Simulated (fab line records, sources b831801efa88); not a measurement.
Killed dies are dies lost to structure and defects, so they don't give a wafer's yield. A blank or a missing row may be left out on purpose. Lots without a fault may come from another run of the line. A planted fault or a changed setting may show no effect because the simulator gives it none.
fab line records | flow gf180mcu
record lots=12 wafers=36 last_day=34
route steps=602 shown M1@329 V1@335 M2@363
lots that met no fault: from a run of the same line without faults
start_h: hours from the record's first day to the start of the lot's first wafer shown | wait_h: hours since the lot's step before | " the same as in the row above | L1.1+2: a row that stands for several wafers | - no value, or no start given | * or withheld: withheld | < > ~ a bound
route shown NAME@n: a module of which the file shows steps, and the number in the route of the first | usual: mean/standard deviation of fault-free wafers | same: alike in all rows | chamber/n: place in a boat | sites: the reading at each site | _std_site: their standard deviation | _edge_site: outer sites' mean less inner sites' | radius_mm: how far each site lies from the wafer's centre | mask NAME#n: copy n | behind: the tool/chamber that last shaped the wafer | hold: why the lot was held/for how many hours/how that ended | device: the transistor (n, p or np) that didn't switch | end of line: the same wafers' tests at the end of the route | a step without rows: its recipe alone | killed: dies lost to structure and defects at the first sort, not the wafer's yield | map: a wafer's dies, x killed, . not, _ none there
set.NAME: the setting as run; set.NAME@STEP: as run at that earlier step | model.NAME: the simulator's own value behind a step, which no gauge read
steps of the route over a sample of lots; a table a step, a row a wafer
services: from which hour (start_h, from the record's first day; less than 0 if before it) a tool's chamber was out of use, for how many hours, and why
## steps
# step GF_M1_CD_MEAS_14
# recipe target_cd_nm=230
# usual cd_nm=229.9/1.3
# columns lot.wafer tool chamber start_h wait_h cd_nm
L990.2 cd_sem-01 - 382.69 0.2 231.2
L990.4 " - " " 231.0
L990.5 " - " " 231.0
L991.1 cd_sem-02 - 393.01 0.1 230.5
L991.2 " - " " 230.4
L991.6 " - " " 231.2
L992.3 cd_sem-01 - 402.85 0.1 231.1
L992.4 " - " " 231.4
L992.5 " - " " 230.7
L993.3 cd_sem-02 - 413.36 0.1 229.0
L993.4 " - " " 228.8
L993.6 " - " " 228.8
L995.3 cd_sem-02 - 432.06 0.1 228.0
L995.5 " - " " 229.0
L995.6 " - " " 228.5
L996.1 cd_sem-02 - 442.17 0.1 230.4
L996.2 " - " " 229.4
L996.3 " - " " 229.5
L997.1 cd_sem-01 - 452.41 0.1 230.7
L997.3 " - " " 231.1
L997.6 " - " " 230.0
L100.1 cd_sem-02 - 482.77 0.1 232.2
L100.5 " - " " 231.6
L100.6 " - " " 231.4
L101.1 cd_sem-01 - 485.40 0.1 228.3
L101.5 " - " " 228.0
L101.6 " - " " 228.2
L109.1 cd_sem-01 - 553.35 0.1 229.2
L109.2 " - " " 230.4
L109.3 " - " " 230.0
L111.1 cd_sem-01 - 571.17 0.1 229.6
L111.2 " - " " 228.8
L111.5 " - " " 231.0
L113.4 cd_sem-01 - 578.32 0.1 228.4
L113.5 " - " " 229.9
L113.6 " - " " 229.8
# step GF_V1_CVD_00
# recipe material=SiO2 target_thk_nm=600 sigma_open_frac=0.3 temp_c=400 time_s=100 sih4_flow_sccm=60 pressure_mtorr=6
# usual susceptor_temp_C=400.02/0.22
# columns lot.wafer tool chamber start_h wait_h susceptor_temp_C
L990.2 hdpcvd-01 1 383.49 0.0 399.61
L990.4 " 1 " " 399.84
L990.5 " 2 " " 399.95
L991.1 hdpcvd-02 2 393.86 0.0 399.68
L991.2 " 0 " " 400.05
L991.6 " 1 " " 400.24
L992.3 hdpcvd-01 1 403.66 0.0 400.24
L992.4 " 2 " " 399.97
L992.5 " 1 " " 400.03
L993.3 hdpcvd-02 0 414.15 0.0 399.93
L993.4 " 2 " " 399.92
L993.6 " 0 " " 400.13
L995.3 hdpcvd-01 0 432.84 0.0 399.88
L995.5 " 1 " " 400.29
L995.6 " 2 " " 400.20
L996.1 hdpcvd-01 0 442.99 0.0 399.68
L996.2 " 1 " " 400.03
L996.3 " 2 " " 399.88
L996.1 hdpcvd-01 0 443.23 0.2 400.02
L996.2 " 1 " " 400.10
L996.3 " 2 " " 400.25
L997.1 hdpcvd-01 0 453.24 0.0 399.85
L997.3 " 1 " " 399.98
L997.6 " 2 " " 399.86
L100.1 hdpcvd-02 0 483.72 0.0 400.08
L100.5 " 1 " " 399.93
L100.6 " 0 " " 399.71
L100.1 hdpcvd-02 0 483.96 0.2 400.26
L100.5 " 1 " " 400.07
L100.6 " 0 " " 400.06
L101.1 hdpcvd-02 2 486.35 0.0 399.82
L101.5 " 0 " " 400.03
L101.6 " 2 " " 400.23
L109.1 hdpcvd-01 2 554.19 0.0 400.12
L109.2 " 0 " " 400.35
L109.3 " 1 " " 399.44
L111.1 hdpcvd-02 0 572.03 0.0 399.85
L111.2 " 1 " " 400.36
L111.5 " 0 " " 400.14
L113.4 hdpcvd-02 1 579.12 0.0 399.85
L113.5 " 0 " " 400.19
L113.6 " 2 " " 400.23
# step GF_V1_THK_MEAS_01
# recipe reads=SiO2_of_V1_CVD_00
# usual V1_CVD_00_THK=599/6
# columns lot.wafer tool chamber start_h wait_h V1_CVD_00_THK[nm]
L990.2 film_metro-03 - 383.57 0.0 596
L990.4 " - " " 595
L990.5 " - " " 592
L991.1 film_metro-02 - 393.93 0.0 603
L991.2 " - " " 606
L991.6 " - " " 608
L992.3 film_metro-03 - 403.75 0.1 597
L992.4 " - " " 598
L992.5 " - " " 598
L993.3 film_metro-03 - 414.24 0.1 589
L993.4 " - " " 588
L993.6 " - " " 586
L995.3 film_metro-02 - 432.93 0.1 603
L995.5 " - " " 598
L995.6 " - " " 597
L996.1 film_metro-03 - 443.30 0.0 1193
L996.2 " - " " 1203
L996.3 " - " " 1189
L997.1 film_metro-03 - 453.31 0.0 592
L997.3 " - " " 597
L997.6 " - " " 593
L100.1 film_metro-02 - 484.03 0.0 1208
L100.5 " - " " 1207
L100.6 " - " " 1209
L101.1 film_metro-02 - 486.42 0.0 599
L101.5 " - " " 602
L101.6 " - " " 600
L109.1 film_metro-02 - 554.26 0.0 598
L109.2 " - " " 601
L109.3 " - " " 604
L111.1 film_metro-04 - 572.10 0.0 608
L111.2 " - " " 600
L111.5 " - " " 605
L113.4 film_metro-03 - 579.19 0.0 599
L113.5 " - " " 608
L113.6 " - " " 603
# step GF_V1_BOW_MEAS_05
# recipe mode=bow
# usual V1_BOW=80/6.6
# columns lot.wafer tool chamber start_h wait_h V1_BOW[um]
L990.2 film_metro-04 - 384.07 0.2 96
L990.4 " - " " 78
L990.5 " - " " 81
L991.1 film_metro-02 - 394.42 0.1 80
L991.2 " - " " 81
L991.6 " - " " 82
L992.3 film_metro-02 - 404.41 0.3 81
L992.4 " - " " 89
L992.5 " - " " 85
L993.3 film_metro-04 - 414.75 0.2 78
L993.4 " - " " 75
L993.6 " - " " 71
L995.3 film_metro-03 - 433.44 0.3 76
L995.5 " - " " 79
L995.6 " - " " 91
L996.1 film_metro-04 - 443.82 0.1 103
L996.2 " - " " 113
L996.3 " - " " 96
L997.1 film_metro-03 - 453.80 0.1 68
L997.3 " - " " 72
L997.6 " - " " 76
L100.1 film_metro-02 - 484.52 0.1 108
L100.5 " - " " 112
L100.6 " - " " 99
L101.1 film_metro-04 - 486.91 0.2 77
L101.5 " - " " 86
L101.6 " - " " 84
L109.1 film_metro-03 - 554.75 0.1 71
L109.2 " - " " 76
L109.3 " - " " 76
L111.1 film_metro-02 - 572.85 0.2 78
L111.2 " - " " 85
L111.5 " - " " 74
L113.4 film_metro-02 - 579.71 0.3 81
L113.5 " - " " 94
L113.6 " - " " 75
# step GF_M2_SPUTTER_01
# recipe material=TiN target_thk_nm=30 power_w=6500 time_s=25 chamber_pressure_pa=0.4
# usual throttle_valve_pct=29.5/1.1
# columns lot.wafer tool chamber start_h wait_h throttle_valve_pct
L990.2 pvd_sputter-02 - 409.58 0.1 30.4
L990.4 " - " " 28.2
L990.5 " - " " 30.5
L991.1 pvd_sputter-04 - 419.66 0.1 31.2
L991.2 " - " " 28.9
L991.6 " - " " 31.2
L992.3 pvd_sputter-04 - 429.75 0.1 29.0
L992.4 " - " " 29.1
L992.5 " - " " 30.1
L993.3 pvd_sputter-02 - 440.24 0.1 28.8
L993.4 " - " " 30.5
L993.6 " - " " 28.3
L995.3 pvd_sputter-02 - 459.28 0.1 30.4
L995.5 " - " " 28.3
L995.6 " - " " 30.3
L996.1 pvd_sputter-01 - 469.43 0.1 28.0
L996.2 " - " " 29.7
L996.3 " - " " 31.2
L997.1 pvd_sputter-04 - 478.87 0.1 30.0
L997.3 " - " " 29.1
L997.6 " - " " 31.2
L100.1 pvd_sputter-04 - 509.60 0.1 29.2
L100.5 " - " " 29.4
L100.6 " - " " 30.9
L101.1 pvd_sputter-02 - 513.00 0.1 30.7
L101.5 " - " " 30.4
L101.6 " - " " 29.1
L109.1 pvd_sputter-02 - 578.34 0.1 29.2
L109.2 " - " " 30.4
L109.3 " - " " 28.3
L111.1 pvd_sputter-01 - 596.01 0.1 29.4
L111.2 " - " " 28.0
L111.5 " - " " 28.4
L113.4 pvd_sputter-02 - 602.11 0.1 29.1
L113.5 " - " " 28.1
L113.6 " - " " 29.0
# step GF_M2_CD_MEAS_14
# recipe target_cd_nm=280
# usual cd_nm=279.5/1.5
# columns lot.wafer tool chamber start_h wait_h cd_nm
L990.2 cd_sem-01 - 433.06 0.1 278.2
L990.4 " - " " 278.1
L990.5 " - " " 278.7
L991.1 cd_sem-01 - 443.06 0.1 278.6
L991.2 " - " " 280.5
L991.6 " - " " 281.0
L992.3 cd_sem-02 - 454.05 0.1 278.1
L992.4 " - " " 278.9
L992.5 " - " " 278.1
L993.3 cd_sem-01 - 464.83 0.1 280.9
L993.4 " - " " 282.2
L993.6 " - " " 282.2
L995.3 cd_sem-01 - 482.95 0.1 279.0
L995.5 " - " " 280.5
L995.6 " - " " 279.4
L996.1 cd_sem-02 - 492.86 0.1 278.6
L996.2 " - " " 278.4
L996.3 " - " " 279.4
L997.1 cd_sem-02 - 502.74 0.1 277.1
L997.3 " - " " 277.3
L997.6 " - " " 277.9
L100.1 cd_sem-01 - 532.59 0.1 278.9
L100.5 " - " " 279.1
L100.6 " - " " 278.4
L101.1 cd_sem-02 - 536.54 0.1 279.2
L101.5 " - " " 278.6
L101.6 " - " " 278.8
L109.1 cd_sem-02 - 599.36 0.1 281.5
L109.2 " - " " 281.0
L109.3 " - " " 280.9
L111.1 cd_sem-02 - 616.59 0.1 278.2
L111.2 " - " " 278.9
L111.5 " - " " 279.5
L113.4 cd_sem-02 - 622.65 0.1 277.4
L113.5 " - " " 276.6
L113.6 " - " " 277.4
## services
# columns tool chamber start_h hours kind
pvd_sputter-01 - 370.15 1.7 repair
hdpcvd-01 - 382.57 0.5 repair
hdpcvd-02 1 415.47 6.2 repair
pvd_sputter-04 0 425.73 - consumable_replace:kit
pvd_sputter-04 0 425.73 18.0 scheduled_down
pvd_sputter-04 0 425.73 18.0 vent_cycle
hdpcvd-02 0 435.34 6.4 repair
pvd_sputter-02 1 444.48 - consumable_replace:kit
pvd_sputter-02 1 444.48 18.0 scheduled_down
pvd_sputter-02 1 444.48 18.0 vent_cycle
pvd_sputter-02 - 504.67 0.6 repair
pvd_sputter-04 - 518.18 3.9 repair
pvd_sputter-01 1 520.85 - consumable_replace:kit
pvd_sputter-04 - 527.09 1.4 repair
pvd_sputter-02 - 530.60 9.0 repair
pvd_sputter-01 - 538.07 8.1 repair
hdpcvd-02 - 539.25 15.0 pm
hdpcvd-02 0 539.25 15.0 vent_cycle
hdpcvd-02 1 539.25 15.0 vent_cycle
hdpcvd-02 2 539.25 15.0 vent_cycle
hdpcvd-02 - 546.56 0.7 repair
hdpcvd-02 0 554.25 - clean
hdpcvd-02 1 554.25 - clean
hdpcvd-02 2 554.25 - clean
## key
first_sign step=GF_V1_CVD_00 reading=visit direction=added
effect step=GF_V1_THK_MEAS_01 reading=V1_CVD_00_THK direction=up sigmas=99+ usual=599 struck=1202
effect step=GF_V1_BOW_MEAS_05 reading=V1_BOW direction=up sigmas=3.7 usual=80 struck=105
met_at GF_V1_CVD_00
struck_lots L996,L100
not_acting_at GF_M1_CD_MEAS_14,GF_M2_SPUTTER_01,GF_M2_CD_MEAS_14
fault kind=repeated_step_whole tool=hdpcvd-01,hdpcvd-02 chamber=- onset_h=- steps=GF_V1_CVD_00 times=1 scope=struck_lots_only
